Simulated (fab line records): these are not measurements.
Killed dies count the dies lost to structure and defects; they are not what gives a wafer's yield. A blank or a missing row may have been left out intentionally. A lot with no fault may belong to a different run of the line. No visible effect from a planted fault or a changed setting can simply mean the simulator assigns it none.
Problem report, 8D (eight disciplines) form, completed by code :: flow sky130 :: the parts of the form that need people (team, actions taken, sign-off) are left out

## 1. PROBLEM STATEMENT
strip time to endpoint s at SKY_PWDE_STRIP_09 reads a mean of 14.50 s on 3 wafers of 3 lots; wafers without a fault read 36.92 s with a standard deviation of 0.099. So: -99 or more standard deviations from the usual mean.
The step: strips in O2/N2.
Seen first at day 7 02:48 on plasma asher-04, wafer L927.6. At this step, 37 wafers from 13 lots have a number in the record. By rule, "out" or "out of limits" means more than 4 standard deviations away from the usual mean. The rest of the wafers with a number are treated as sound.

## 2. WHAT THIS IS AND IS NOT
question: which readings at this step
is: strip time to endpoint s
is not: drypump motor current A

question: which lots
is: L927, L928, L929
is not: L913, L914, L915, L917, L918, L919, L920, L922, L933, L936

question: which wafers of those lots
is: L927.6, L928.5, L929.5
is not: L927.4, L928.4, L929.1, L929.2

question: read on which tools
is: plasma asher-02, plasma asher-04
is not: plasma asher-01

question: when
is: from day 7 02:48
is not: up to then (25 sound wafers); but 9 sound wafers of L928, L929, L933, L936 came after

## 3. THE SUSPECTS, EACH WITH WHAT RULES IT OUT
Counting: any tool at a process step up to the reading remains a suspect provided it ran every lot that is out. Sound lots after the first of them don't rule it out here, since some wafers of a struck lot are sound.
- litho track-04 at SKY_PWDE_COAT_02 (resist thk 3000 nm): kept. Ran every lot that is out, first one L927 (day 6 17:26); last sound lot up to then L920 (day 5 04:25).
Left after counting: litho track-04 at SKY_PWDE_COAT_02.

## 4. THE CAUSE (what the simulator had put in)
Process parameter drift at SKY_PWDE_COAT_02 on litho track-04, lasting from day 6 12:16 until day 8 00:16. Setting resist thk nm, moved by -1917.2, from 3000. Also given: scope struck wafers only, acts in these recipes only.
After counting, this tool was the only one left.

## 5. THE CHAIN OF EFFECTS, in route order
Rows list readings where the struck wafers' mean (over those with a number) sits beyond 3 standard deviations from the usual. Only readings whose record carries a usual standard deviation are examined. hours: median over the lots of the time between each lot's start at the first step of this table that gives one and its start at this step. sigmas: the change, counted in usual standard deviations.
hours: 0
step: SKY_PWDE_STRIP_09
reading: strip time to endpoint s
usual: 36.92 s
on struck wafers: 14.50
change: -22.42
sigmas: -99 or more

hours: 1006
step: SKY_PAD_OPEN_PROBE_99
reading: killed at front end
usual: 16
on struck wafers: 355
change: +339
sigmas: +66

hours: 1006
step: SKY_PAD_OPEN_PROBE_99
reading: killed dies
usual: 85
on struck wafers: 428
change: +343
sigmas: +34

hours: 1006
step: SKY_PAD_OPEN_PROBE_99
reading: killed on rim
usual: 17
on struck wafers: 62
change: +45
sigmas: +10
Here are the process steps it includes:
- SKY_PWDE_STRIP_09: strips in O2/N2.
- SKY_PAD_OPEN_PROBE_99
Later measuring or inspecting steps at which every struck wafer that the step has a row for has a number for every such reading, and none has moved that far: SKY_NWELL_OVL_MEAS_10, SKY_NWELL_OVL_MEAS_23.

## 6. WHAT WOULD HAVE CAUGHT IT SOONER
15 hours passed between the start of the fault at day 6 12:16 and the first reading out of limits in this record, taken at day 7 02:48.
Lots out: 3; of these, L929 started SKY_PWDE_COAT_02 on litho track-04 after day 7 02:48. A hold on the tool at that time would have spared it.
